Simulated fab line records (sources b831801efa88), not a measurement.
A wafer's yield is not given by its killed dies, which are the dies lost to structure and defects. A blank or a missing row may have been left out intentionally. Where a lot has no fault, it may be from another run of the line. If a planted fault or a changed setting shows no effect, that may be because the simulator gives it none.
fab line records    flow sky130
record: lots: 12  wafers: 36  last-day: 50
route steps=708 shown LI_CONTACT@364 LOCAL_INTERCONNECT@387 CONTACT@410
lots that met no fault: from a run of the same line without faults
start-h: hours from the record's opening day to when the first of the lot's shown wafers began    wait-h: hours since the lot's step before    " repeats the value in the row above    L1.1+2: several wafers, shown together as one row    - no value, or no start was given    * or withheld: withheld    < > ~ a bound
route shown NAME@n: names a module that has steps shown in the file, with the first one's number in the route    usual: mean/standard deviation of fault-free wafers    same: alike in all rows    chamber/n: place in a boat    sites: each site's reading    _std_site: standard deviation of those values    _edge_site: mean of outer sites minus mean of inner sites    radius-mm: how far each site lies from the wafer's centre    mask NAME#n: copy n    behind: the tool/chamber that last shaped the wafer    hold: why the lot went on hold/how many hours it stayed there/how the hold came to an end    device: names the non-switching transistor (n, p or np)    end of line: the route-end tests of the same wafers    for a step that has no rows: nothing shown but its recipe    killed: at the first sort, the dies lost to defects and structure; wafer yield is something else    map: a wafer's dies, marking killed ones x, the rest . and places with no die _
set.NAME: the setting as run; set.NAME@STEP: as run at that earlier step    model.NAME: the simulator's own value behind a step, which no gauge read
the route's steps for a sample of lots (tables are steps, rows are wafers)
services: from which hour (start-h, from the record's first day; less than 0 if before it) a tool's chamber was out of use, for how many hours, and why
== steps ==
step: SKY_LI_CONTACT_CMP_02
recipe: material: PSG  down-force-psi: 4  platen-rpm: 60  pad-velocity-m-s: 0.94248
usual: head-pressure-psi: 4.000/0.01  motor-current-A: 11.9/0.98  retaining-ring-pressure-frac: 1.000/0.0049  time-to-endpoint-s: 33.0/2.3
lot.wafer  tool    chamber  start-h  wait-h  head-pressure-psi  motor-current-A  retaining-ring-pressure-frac  time-to-endpoint-s
L796.3     cmp-02  1        645.79   0.0     3.994              12.8             1.003                         33.8
L796.1     "       3        "        "       4.015              10.7             0.995                         34.1
L796.4     "       0        "        "       3.996              12.8             1.000                         32.1
L797.4     cmp-01  0        647.84   0.1     3.994              12.4             0.998                         33.1
L797.6     "       3        "        "       3.991              11.5             0.999                         28.4
L797.5     "       0        "        "       4.009              11.3             0.996                         31.7
L799.4     cmp-02  0        675.39   0.1     4.004              13.5             1.004                         31.6
L799.3     "       1        "        "       3.987              12.9             0.998                         31.9
L799.1     "       2        "        "       3.998              12.2             1.008                         30.4
L800.2     cmp-01  2        675.99   0.0     4.003              11.2             1.002                         33.1
L800.3     "       0        "        "       3.991              11.3             1.000                         33.8
L800.4     "       1        "        "       4.028              12.2             1.010                         31.9
L801.3     cmp-01  3        688.56   0.1     4.008              11.6             1.004                         31.8
L801.4     "       0        "        "       4.001              11.5             1.000                         32.2
L801.6     "       2        "        "       3.980              11.1             0.991                         33.3
L802.3     cmp-02  3        695.97   0.0     4.012              10.0             1.003                         31.8
L802.1     "       2        "        "       4.011              11.5             1.003                         28.9
L802.6     "       3        "        "       4.006              10.3             1.002                         32.6
L803.4     cmp-01  3        709.78   0.0     3.979              11.6             1.004                         35.6
L803.3     "       2        "        "       3.996              10.9             1.010                         35.7
L803.6     "       0        "        "       3.996              11.1             1.001                         38.7
L807.4     cmp-01  0        737.12   0.1     4.007              11.5             1.001                         32.9
L807.1     "       1        "        "       3.980              12.1             1.001                         33.5
L807.6     "       0        "        "       4.017              11.5             1.001                         35.2
L809.3     cmp-01  3        761.33   0.1     3.984              11.2             0.991                         33.4
L809.4     "       0        "        "       4.001              11.0             1.005                         33.8
L809.6     "       1        "        "       4.014              12.8             0.993                         33.5
L810.2     cmp-01  3        768.34   0.1     3.991              11.7             0.988                         35.7
L810.4     "       1        "        "       4.004              11.3             1.005                         36.2
L810.6     "       3        "        "       3.987              11.7             0.998                         34.8
L811.2     cmp-01  0        780.69   0.0     3.999              11.6             0.988                         31.2
L811.3     "       1        "        "       4.017              11.7             1.006                         27.9
L811.5     "       0        "        "       4.005              11.6             0.985                         32.1
L819.2     cmp-02  1        843.36   0.0     3.999              13.3             0.998                         32.1
L819.4     "       3        "        "       4.014              10.2             1.001                         33.7
L819.5     "       2        "        "       4.014              12.6             0.990                         30.4
step: SKY_LI_CONTACT_THK_MEAS_23
recipe: thk-meas-gauge: xrf  reads: W_of_LI_CONTACT_CVD_21
usual: LI_CONTACT_W_THK: 384/6.5
lot.wafer  tool           chamber  start-h  wait-h  LI_CONTACT_W_THK[nm]
L796.1     film-metro-03  -        675.60   0.1     386
L796.3     "              -        "        "       383
L796.4     "              -        "        "       391
L797.4     film-metro-04  -        677.53   0.1     383
L797.5     "              -        "        "       387
L797.6     "              -        "        "       392
L799.1     film-metro-03  -        705.57   0.1     395
L799.3     "              -        "        "       401
L799.4     "              -        "        "       403
L800.2     film-metro-04  -        706.70   0.1     384
L800.3     "              -        "        "       381
L800.4     "              -        "        "       389
L801.3     film-metro-04  -        718.53   0.1     379
L801.4     "              -        "        "       377
L801.6     "              -        "        "       380
L802.1     film-metro-02  -        726.00   0.1     377
L802.3     "              -        "        "       380
L802.6     "              -        "        "       377
L803.3     film-metro-02  -        739.10   0.1     377
L803.4     "              -        "        "       375
L803.6     "              -        "        "       375
L807.1     film-metro-03  -        764.63   0.1     387
L807.4     "              -        "        "       394
L807.6     "              -        "        "       390
L809.3     film-metro-03  -        789.05   0.1     390
L809.4     "              -        "        "       381
L809.6     "              -        "        "       382
L810.2     film-metro-02  -        796.31   0.1     375
L810.4     "              -        "        "       386
L810.6     "              -        "        "       382
L811.2     film-metro-02  -        808.41   0.1     383
L811.3     "              -        "        "       385
L811.5     "              -        "        "       384
L819.2     film-metro-02  -        871.25   0.1     381
L819.4     "              -        "        "       387
L819.5     "              -        "        "       382
step: SKY_LOCAL_INTERCONNECT_SPUTTER_00
recipe: material: TiN  target-thk-nm: 100  temp-c: 300  power-w: 6500  time-s: 83.3  chamber-pressure-pa: 0.4
usual: substrate-temp-c: 299.98/0.19  throttle-valve-pct: 30.3/0.93
lot.wafer  tool            chamber  start-h  wait-h  substrate-temp-c  throttle-valve-pct
L796.1     pvd-sputter-04  -        675.96   0.2     299.84            31.0
L796.3     "               -        "        "       300.01            30.5
L796.4     "               -        "        "       300.14            30.8
L797.4     pvd-sputter-02  -        677.89   0.2     300.15            30.2
L797.5     "               -        "        "       300.03            29.1
L797.6     "               -        "        "       300.24            29.6
L799.1     pvd-sputter-03  -        706.11   0.1     299.58            30.4
L799.3     "               -        "        "       299.79            30.8
L799.4     "               -        "        "       299.85            32.2
L800.2     pvd-sputter-03  -        707.05   0.2     300.02            30.4
L800.3     "               -        "        "       299.80            32.0
L800.4     "               -        "        "       300.13            29.2
L801.3     pvd-sputter-02  -        718.87   0.2     299.91            29.4
L801.4     "               -        "        "       300.03            30.9
L801.6     "               -        "        "       299.93            29.5
L802.1     pvd-sputter-04  -        726.36   0.2     299.85            30.5
L802.3     "               -        "        "       300.31            30.7
L802.6     "               -        "        "       299.89            28.8
L803.3     pvd-sputter-03  -        739.44   0.1     299.85            30.5
L803.4     "               -        "        "       299.84            31.9
L803.6     "               -        "        "       299.62            29.2
L807.1     pvd-sputter-03  -        765.25   0.2     300.16            30.7
L807.4     "               -        "        "       300.11            30.5
L807.6     "               -        "        "       299.84            32.0
L809.3     pvd-sputter-03  -        789.39   0.2     299.93            30.8
L809.4     "               -        "        "       299.95            30.3
L809.6     "               -        "        "       299.94            29.3
L810.2     pvd-sputter-02  -        796.66   0.2     299.95            29.2
L810.4     "               -        "        "       299.89            30.8
L810.6     "               -        "        "       300.25            30.8
L811.2     pvd-sputter-02  -        808.76   0.1     300.11            30.8
L811.3     "               -        "        "       299.82            28.7
L811.5     "               -        "        "       299.66            29.6
L819.2     pvd-sputter-04  -        871.60   0.1     299.61            30.7
L819.4     "               -        "        "       300.06            30.6
L819.5     "               -        "        "       299.71            30.7
step: SKY_CONTACT_CMP_04
recipe: material: SiO2  down-force-psi: 4  platen-rpm: 60  pad-velocity-m-s: 0.94248
usual: head-pressure-psi: 3.999/0.0081  motor-current-A: 12.0/1.1  retaining-ring-pressure-frac: 1.000/0.005  time-to-endpoint-s: 84/3.4
lot.wafer  tool    chamber  start-h  wait-h  head-pressure-psi  motor-current-A  retaining-ring-pressure-frac  time-to-endpoint-s
L796.1     cmp-02  0        706.11   0.3     4.013              13.3             0.996                         76
L796.4     "       1        "        "       3.998              13.2             1.002                         79
L796.3     "       3        "        "       3.994              10.4             1.005                         83
L797.4     cmp-01  2        708.45   0.0     3.999              11.4             1.001                         88
L797.5     "       2        "        "       4.000              11.3             1.001                         84
L797.6     "       3        "        "       3.999              11.3             1.002                         85
L799.1     cmp-02  1        736.02   0.1     3.990              13.5             1.000                         81
L799.4     "       2        "        "       3.995              13.1             1.002                         78
L799.3     "       3        "        "       4.003              9.9              1.005                         82
L800.3     cmp-02  2        736.61   0.1     4.001              12.7             0.994                         82
L800.2     "       3        "        "       4.004              10.2             0.998                         84
L800.4     "       0        "        "       4.000              13.4             0.995                         86
L801.4     cmp-02  2        747.63   0.0     3.990              12.2             1.003                         78
L801.3     "       3        "        "       4.001              9.6              1.002                         81
L801.6     "       2        "        "       4.001              13.0             1.000                         79
L802.3     cmp-02  2        755.51   0.1     4.006              12.4             0.996                         79
L802.1     "       3        "        "       3.991              10.6             1.005                         83
L802.6     "       1        "        "       4.008              13.2             0.991                         83
L803.4     cmp-01  3        767.58   0.1     3.985              11.2             1.001                         82
L803.3     "       0        "        "       4.011              11.4             1.011                         80
L803.6     "       2        "        "       4.001              11.1             0.999                         84
L807.1     cmp-02  1        793.09   0.1     4.007              12.7             0.995                         83
L807.4     "       2        "        "       4.000              12.5             0.999                         84
L807.6     "       3        "        "       3.995              10.0             1.011                         84
L809.4     cmp-02  0        816.21   0.1     2.552              10.2             0.994                         109
L809.3     "       1        "        "       4.001              13.4             1.007                         83
L809.6     "       3        "        "       4.004              9.5              1.004                         88
L810.4     cmp-02  0        824.42   0.1     2.556              10.3             0.997                         105
L810.2     "       2        "        "       4.007              13.0             1.001                         80
L810.6     "       0        "        "       2.551              9.9              1.002                         102
L811.2     cmp-02  2        836.04   0.1     4.006              12.5             1.003                         82
L811.3     "       0        "        "       2.556              10.3             1.001                         108
L811.5     "       2        "        "       3.984              12.2             1.000                         79
L819.2     cmp-02  2        898.96   0.1     3.986              12.4             1.000                         89
L819.4     "       3        "        "       3.991              9.7              1.001                         90
L819.5     "       1        "        "       3.987              13.2             1.004                         92
step: SKY_CONTACT_ETCH_17
recipe: target: SiO2  chemistry: C4F8/O2/Ar  stop-on: Si3N4  mask-material: KrF-thick  source-w: 1500  bias-w: 1200  pressure-mtorr: 40  c4f8-flow-sccm: withheld  O2_flow_sccm: 6  Ar_flow_sccm: 300  time-s: withheld  target-depth-a: 3400
usual: oes-product-au: 0.893/0.0048
lot.wafer  tool         chamber  start-h  wait-h  oes-product-au
L796.1     rie-diel-04  1        734.66   0.0     0.887
L796.3     "            0        "        "       0.888
L796.4     "            2        "        "       0.894
L797.4     rie-diel-04  0        736.62   0.0     0.893
L797.5     "            2        "        "       0.884
L797.6     "            1        "        "       0.893
L799.1     rie-diel-02  2        763.26   0.0     0.896
L799.3     "            1        "        "       0.890
L799.4     "            3        "        "       0.888
L800.2     rie-diel-02  3        764.12   0.0     0.894
L800.3     "            1        "        "       0.889
L800.4     "            2        "        "       0.892
L801.3     rie-diel-04  0        775.02   0.0     0.888
L801.4     "            2        "        "       0.885
L801.6     "            1        "        "       0.889
L802.1     rie-diel-04  2        782.67   0.0     0.894
L802.3     "            1        "        "       0.886
L802.6     "            2        "        "       0.895
L803.3     rie-diel-04  0        794.76   0.0     0.903
L803.4     "            2        "        "       0.890
L803.6     "            0        "        "       0.897
L807.1     rie-diel-03  3        820.02   0.0     0.902
L807.4     "            0        "        "       0.894
L807.6     "            0        "        "       0.900
L809.3     rie-diel-04  1        843.32   0.0     0.893
L809.4     "            0        "        "       0.949
L809.6     "            0        "        "       0.895
L810.2     rie-diel-04  0        850.72   0.0     0.893
L810.4     "            1        "        "       0.951
L810.6     "            1        "        "       0.953
L811.2     rie-diel-02  2        862.37   0.0     0.894
L811.3     "            3        "        "       0.950
L811.5     "            3        "        "       0.895
L819.2     rie-diel-04  0        924.52   0.0     0.887
L819.4     "            1        "        "       0.895
L819.5     "            2        "        "       0.901
== services ==
tool            chamber  start-h  hours  kind
pvd-sputter-03  -        655.88   2.1    repair
cmp-01          -        657.60   3.7    pm
pvd-sputter-04  -        660.38   3.6    repair
rie-diel-02     -        662.93   0.4    repair
cmp-01          -        666.83   2.2    repair
pvd-sputter-04  -        678.46   1.7    repair
cmp-01          -        702.38   3.8    repair
cmp-01          -        710.16   1.8    repair
pvd-sputter-04  -        730.83   1.4    repair
cmp-01          -        744.17   4.0    pm
rie-diel-02     -        758.98   1.9    repair
cmp-02          -        760.87   7.6    pm
cmp-02          -        777.06   0.4    repair
cmp-02          -        787.01   1.3    repair
cmp-01          -        799.99   0.9    repair
rie-diel-02     1        815.38   6.3    repair
rie-diel-02     -        825.16   15.6   pm
cmp-02          -        844.74   3.4    pm
rie-diel-02     1        847.68   1.3    repair
cmp-02          -        852.67   2.3    repair
cmp-02          -        861.98   1.3    repair
cmp-01          -        873.83   3.1    repair
pvd-sputter-03  -        904.85   24.6   repair
cmp-02          -        912.14   4.0    pm
== key ==
first-sign: step: SKY_CONTACT_CMP_04  reading: head-pressure-psi  direction: down  sigmas: 99+  usual: 3.999  struck: 2.554
effect: step: SKY_CONTACT_CMP_04  reading: time-to-endpoint-s  direction: up  sigmas: 6.4  usual: *  struck: *
effect: step: SKY_CONTACT_ETCH_17  reading: oes-product-au  direction: up  sigmas: 12  usual: 0.893  struck: 0.951
met-at SKY_CONTACT_CMP_04
struck-lots L809,L810,L811
struck-wafers L809.4,L810.4,L810.6,L811.3
tester-left-out L809,L810,L811
not-acting-at SKY_LI_CONTACT_CMP_02,SKY_LI_CONTACT_THK_MEAS_23,SKY_LOCAL_INTERCONNECT_SPUTTER_00
onset-between 736.61 816.21
fault: kind: process-parameter-drift  tool: cmp-02  chamber: 0  onset-h: 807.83  steps: SKY_CONTACT_CMP_04  channel: down-force-psi  offset: -1.4372  shape: step  end-h: 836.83  acts-in: these-recipes-only  stated: 4
tester-left-out: of these lots the tester's yield and bins aren't shown, on N5 and GAA mostly nor the transistor test; their killed dies are dies lost to structure and defects alone, not to doping, threshold or leakage, so they don't give the yield
